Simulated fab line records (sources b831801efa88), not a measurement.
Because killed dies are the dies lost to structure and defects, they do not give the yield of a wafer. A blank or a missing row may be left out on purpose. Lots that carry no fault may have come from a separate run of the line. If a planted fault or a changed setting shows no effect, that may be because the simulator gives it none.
What tool caused it? + flow gf180mcu + 31 wafers from 11 lots sampled at 6 of the route's 602 steps

## WHAT THE GAUGES SHOWED, per wafer
GF_HV_LDD_TW_MEAS_11. Usual: HV_LDD_TW 2423, standard deviation 20.
| lot  | measured     | on            | HV_LDD_TW      | flag |
|------|--------------|---------------|----------------|------|
| L168 | day 10 01:16 | film_metro-01 | 2418 2406 2414 |      |
| L169 | day 10 07:53 | film_metro-01 | 2409 2411 2416 |      |
| L170 | day 10 14:37 | film_metro-01 | 2409 2401 2404 |      |
| L173 | day 11 15:10 | film_metro-04 | 2418 2415 2428 |      |
| L176 | day 12 16:48 | film_metro-01 | 2422 2421      |      |
| L179 | day 13 09:23 | film_metro-02 | 2455 2461      |      |
| L181 | day 13 22:52 | film_metro-04 | 2430 2431 2426 |      |
| L183 | day 14 13:25 | film_metro-01 | 2432 2404 2410 |      |
| L185 | day 15 03:00 | film_metro-01 | 2402 2396 2418 |      |
| L188 | day 16 08:04 | film_metro-01 | 2416 2415 2414 |      |
| L190 | day 16 17:04 | film_metro-02 | 2462 2454 2447 |      |

GF_PSD_RS_MEAS_14: measurement is done with a four-point probe. Usual: NSD_RS 46.12 ohm/sq, standard deviation 0.086.
| lot  | measured     | on            | NSD_RS (ohm/sq)   | flag |
|------|--------------|---------------|-------------------|------|
| L168 | day 14 06:10 | film_metro-03 | 46.19 46.04 46.12 |      |
| L169 | day 14 15:15 | film_metro-03 | 46.09 46.14 46.22 |      |
| L170 | day 14 23:31 | film_metro-04 | 46.12 45.99 46.07 |      |
| L173 | day 16 02:22 | film_metro-01 | 45.97 46.09 46.00 |      |
| L176 | day 17 08:29 | film_metro-01 | 44.73 46.18       | OFF  |
| L179 | day 18 02:54 | film_metro-03 | 44.91 46.13       | OFF  |
| L181 | day 18 20:25 | film_metro-01 | 46.06 46.02 44.82 | OFF  |
| L183 | day 19 10:46 | film_metro-03 | 46.28 46.25 46.29 |      |
| L185 | day 20 01:17 | film_metro-03 | 46.18 46.20 46.25 |      |
| L188 | day 21 09:43 | film_metro-04 | 46.07 46.02 46.04 |      |
| L190 | day 21 21:31 | film_metro-04 | 46.12 46.07 46.33 |      |

## WHAT TOOL EACH LOT RAN ON (gives the tool, then ch and the chambers of the sampled wafers, and finally the start)
| lot  | GF_NWELL_STRIP_10                   | GF_VT_IMPLANT_STRIP_31               | GF_NSD_IMPLANT_09               | GF_NSD_STRIP_11                      |
|------|-------------------------------------|--------------------------------------|---------------------------------|--------------------------------------|
| L168 | plasma_asher-04 ch 0,1, day 3 08:30 | plasma_asher-02 ch 0,1, day 6 21:42  | implanter-03 ch 0, day 13 08:28 | plasma_asher-04 ch 0,1, day 13 08:46 |
| L169 | plasma_asher-02 ch 0,1, day 3 15:14 | plasma_asher-04 ch 0,1, day 7 06:26  | implanter-03 ch 0, day 13 17:34 | plasma_asher-02 ch 0,1, day 13 17:51 |
| L170 | plasma_asher-02 ch 0,1, day 3 20:15 | plasma_asher-01 ch 0,1, day 7 12:39  | implanter-01 ch 0, day 14 01:10 | plasma_asher-01 ch 0,1, day 14 01:28 |
| L173 | plasma_asher-02 ch 0,1, day 4 13:48 | plasma_asher-01 ch 0,1, day 8 07:51  | implanter-01 ch 0, day 15 04:04 | plasma_asher-02 ch 0,1, day 15 04:22 |
| L176 | plasma_asher-04 ch 0,1, day 5 06:53 | plasma_asher-02 ch 1, day 9 05:50    | implanter-04 ch 0, day 16 08:35 | plasma_asher-04 ch 0,1, day 16 08:51 |
| L179 | plasma_asher-04 ch 1, day 5 20:41   | plasma_asher-02 ch 0,1, day 9 22:17  | implanter-04 ch 0, day 17 03:01 | plasma_asher-02 ch 0,1, day 17 03:18 |
| L181 | plasma_asher-04 ch 0,1, day 6 06:54 | plasma_asher-01 ch 0,1, day 10 09:03 | implanter-04 ch 0, day 17 19:33 | plasma_asher-01 ch 0,1, day 17 19:51 |
| L183 | plasma_asher-02 ch 0,1, day 6 18:18 | plasma_asher-02 ch 0,1, day 10 23:18 | implanter-03 ch 0, day 18 10:04 | plasma_asher-04 ch 0,1, day 18 10:24 |
| L185 | plasma_asher-04 ch 0,1, day 7 04:06 | plasma_asher-02 ch 0,1, day 11 10:54 | implanter-01 ch 0, day 19 00:26 | plasma_asher-01 ch 0,1, day 19 00:43 |
| L188 | plasma_asher-02 ch 0,1, day 7 21:30 | plasma_asher-04 ch 0,1, day 12 09:18 | implanter-03 ch 0, day 20 09:01 | plasma_asher-04 ch 0,1, day 20 09:19 |
| L190 | plasma_asher-04 ch 0,1, day 8 06:15 | plasma_asher-01 ch 0,1, day 12 20:15 | implanter-03 ch 0, day 20 20:13 | plasma_asher-04 ch 0, day 20 20:31   |
- GF_NWELL_STRIP_10: strips in O2/N2.
- GF_VT_IMPLANT_STRIP_31: strips in O2/N2.
- GF_NSD_IMPLANT_09
- GF_NSD_STRIP_11: strips in O2/N2.

## WHAT THE TOOLS THEMSELVES READ (means of the sampled wafers that have a number; where no wafer has one, the mark that the record gives instead)
GF_NWELL_STRIP_10. Usual: chamber_pressure_mTorr 1499.6 mTorr, standard deviation 1.5; drypump_motor_current_A 5.8 A, standard deviation 0.38; heater_power_w 354 W, standard deviation 21; o2_flow_sccm 2999 sccm, standard deviation 8.9; oes_product_au 0.722 a.u., standard deviation 0.0041; strip_time_to_endpoint_s 36.93 s, standard deviation 0.1.
| lot  | tool            | chamber_pressure_mTorr (mTorr) | drypump_motor_current_A (A) | heater_power_w (W) | o2_flow_sccm (sccm) | oes_product_au (a.u.) | strip_time_to_endpoint_s (s) | flag |
|------|-----------------|--------------------------------|-----------------------------|--------------------|---------------------|-----------------------|------------------------------|------|
| L168 | plasma_asher-04 | 1499.9                         | 5.8                         | 366                | 3017                | 0.724                 | 37.04                        |      |
| L169 | plasma_asher-02 | 1499.3                         | 5.9                         | 360                | 2999                | 0.720                 | 36.86                        |      |
| L170 | plasma_asher-02 | 1499.6                         | 6.2                         | 351                | 3006                | 0.721                 | 37.00                        |      |
| L173 | plasma_asher-02 | 1499.3                         | 5.9                         | 365                | 2990                | 0.727                 | 36.75                        |      |
| L176 | plasma_asher-04 | 1500.6                         | 5.6                         | 368                | 2992                | 0.722                 | 36.93                        |      |
| L179 | plasma_asher-04 | 1499.2                         | 5.2                         | 372                | 3006                | 0.722                 | 36.91                        |      |
| L181 | plasma_asher-04 | 1497.9                         | 5.8                         | 362                | 3001                | 0.721                 | 36.98                        |      |
| L183 | plasma_asher-02 | 1499.9                         | 5.9                         | 337                | 3005                | 0.728                 | 36.81                        |      |
| L185 | plasma_asher-04 | 1499.0                         | 5.7                         | 367                | 2996                | 0.718                 | 36.83                        |      |
| L188 | plasma_asher-02 | 1500.3                         | 5.9                         | 338                | 2992                | 0.722                 | 36.86                        |      |
| L190 | plasma_asher-04 | 1500.7                         | 5.7                         | 361                | 3009                | 0.725                 | 36.89                        |      |

GF_VT_IMPLANT_STRIP_31. Usual: chamber_pressure_mTorr 1500.0 mTorr, standard deviation 1.4; drypump_motor_current_A 5.8 A, standard deviation 0.37; heater_power_w 348 W, standard deviation 23; o2_flow_sccm 3001 sccm, standard deviation 9.1; oes_product_au 0.716 a.u., standard deviation 0.004; strip_time_to_endpoint_s 12.62 s, standard deviation 0.039.
| lot  | tool            | chamber_pressure_mTorr (mTorr) | drypump_motor_current_A (A) | heater_power_w (W) | o2_flow_sccm (sccm) | oes_product_au (a.u.) | strip_time_to_endpoint_s (s) | flag |
|------|-----------------|--------------------------------|-----------------------------|--------------------|---------------------|-----------------------|------------------------------|------|
| L168 | plasma_asher-02 | 1500.3                         | 6.2                         | 331                | 2995                | 0.720                 | 12.64                        |      |
| L169 | plasma_asher-04 | 1500.4                         | 5.5                         | 368                | 2996                | 0.716                 | 12.64                        |      |
| L170 | plasma_asher-01 | 1502.0                         | 5.9                         | 326                | 3011                | 0.715                 | 12.65                        |      |
| L173 | plasma_asher-01 | 1500.4                         | 5.8                         | 346                | 3003                | 0.716                 | 12.57                        |      |
| L176 | plasma_asher-02 | 1501.6                         | 5.7                         | 349                | 2991                | 0.716                 | 12.55                        |      |
| L179 | plasma_asher-02 | 1500.4                         | 6.1                         | 336                | 3002                | 0.717                 | 12.57                        |      |
| L181 | plasma_asher-01 | 1499.1                         | 5.9                         | 331                | 2998                | 0.714                 | 12.64                        |      |
| L183 | plasma_asher-02 | 1498.6                         | 6.2                         | 329                | 3011                | 0.719                 | 12.65                        |      |
| L185 | plasma_asher-02 | 1500.1                         | 5.9                         | 341                | 2993                | 0.717                 | 12.59                        |      |
| L188 | plasma_asher-04 | 1500.2                         | 5.7                         | 360                | 3004                | 0.717                 | 12.65                        |      |
| L190 | plasma_asher-01 | 1499.1                         | 5.8                         | 351                | 2994                | 0.714                 | 12.58                        |      |

GF_NSD_IMPLANT_09. Usual: beam_on_s 17.5 s, standard deviation 1.1; faraday_current_uA 12521, standard deviation 710.
| lot  | tool         | beam_on_s (s) | faraday_current_uA | flag |
|------|--------------|---------------|--------------------|------|
| L168 | implanter-03 | 16.6          | 13112              |      |
| L169 | implanter-03 | 16.5          | 13229              |      |
| L170 | implanter-01 | 17.2          | 12706              |      |
| L173 | implanter-01 | 16.7          | 13072              |      |
| L176 | implanter-04 | 22.1          | 10136              | OFF  |
| L179 | implanter-04 | 23.0          | 9740               | OFF  |
| L181 | implanter-04 | 21.4          | 10427              | OFF  |
| L183 | implanter-03 | 16.8          | 12994              |      |
| L185 | implanter-01 | 17.3          | 12590              |      |
| L188 | implanter-03 | 17.0          | 12814              |      |
| L190 | implanter-03 | 16.8          | 13024              |      |

GF_NSD_STRIP_11. Usual: chamber_pressure_mTorr 1499.9 mTorr, standard deviation 1.3; drypump_motor_current_A 5.8 A, standard deviation 0.33; heater_power_w 350 W, standard deviation 27; o2_flow_sccm 2999 sccm, standard deviation 9; oes_product_au 0.487 a.u., standard deviation 0.0046; strip_time_to_endpoint_s 22.97 s, standard deviation 0.036.
| lot  | tool            | chamber_pressure_mTorr (mTorr) | drypump_motor_current_A (A) | heater_power_w (W) | o2_flow_sccm (sccm) | oes_product_au (a.u.) | strip_time_to_endpoint_s (s) | flag |
|------|-----------------|--------------------------------|-----------------------------|--------------------|---------------------|-----------------------|------------------------------|------|
| L168 | plasma_asher-04 | 1500.4                         | 5.7                         | 363                | 3001                | 0.486                 | 22.99                        |      |
| L169 | plasma_asher-02 | 1499.3                         | 6.1                         | 332                | 2987                | 0.490                 | 22.97                        |      |
| L170 | plasma_asher-01 | 1499.3                         | 5.8                         | 348                | 3001                | 0.486                 | 22.95                        |      |
| L173 | plasma_asher-02 | 1500.8                         | 5.9                         | 339                | 2993                | 0.492                 | 23.05                        |      |
| L176 | plasma_asher-04 | 1500.2                         | 5.6                         | 366                | 3005                | 0.481                 | 23.40                        | OFF  |
| L179 | plasma_asher-02 | 1499.9                         | 6.0                         | 336                | 3009                | 0.485                 | 23.39                        | OFF  |
| L181 | plasma_asher-01 | 1499.5                         | 5.9                         | 330                | 2999                | 0.482                 | 23.19                        | OFF  |
| L183 | plasma_asher-04 | 1500.0                         | 5.5                         | 370                | 2990                | 0.483                 | 22.99                        |      |
| L185 | plasma_asher-01 | 1499.5                         | 5.7                         | 346                | 2996                | 0.486                 | 22.91                        |      |
| L188 | plasma_asher-04 | 1500.5                         | 5.7                         | 384                | 3005                | 0.489                 | 22.95                        |      |
| L190 | plasma_asher-04 | 1500.3                         | 6.0                         | 393                | 2996                | 0.485                 | 22.95                        |      |

## THE ANSWER, worked out from the rows above alone
Rule: a lot is off if the mean of its wafers that have a number lies more than 3 standard deviations from the usual mean. Also off: a lot with no number at a reading for which 4 or more lots have one. Where the step has rows for the other lots, those lots are counted as sound. Order of review: gauges by route order, followed by the tools' own readings, for which a lot's mean as printed above is used. The first step at which some lot is off is used, and at that step the reading that is off furthest; a lot without a number counts as furthest.
Off: at GF_PSD_RS_MEAS_14 (NSD_RS), L176, L179, L181.
If a tool, at a process step before that reading, ran all the lots that are off and no sound lot after the first of them, it fits. The gauges at GF_PSD_RS_MEAS_14 aren't tried: what is off there is off at GF_NSD_IMPLANT_09 too, on other tools, and a gauge's error can't cause that. One candidate fits, namely implanter-04 at GF_NSD_IMPLANT_09. It ran no sound lot before its first lot that is off in this sample, so the start can't be narrowed down.
The tool's own readings at GF_NSD_IMPLANT_09 bear it out: on the lots that are off they differ by more than 5 times the standard deviation of the sound lots' means. beam_on_s reads 22.2 s there against 16.9 s on the sound lots; faraday_current_uA reads 10101 there against 12943 on the sound lots.

## WHAT THE SIMULATOR HAD PUT IN
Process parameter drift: implanter-04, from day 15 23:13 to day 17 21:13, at GF_NSD_IMPLANT_09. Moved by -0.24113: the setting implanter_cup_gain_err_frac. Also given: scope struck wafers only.
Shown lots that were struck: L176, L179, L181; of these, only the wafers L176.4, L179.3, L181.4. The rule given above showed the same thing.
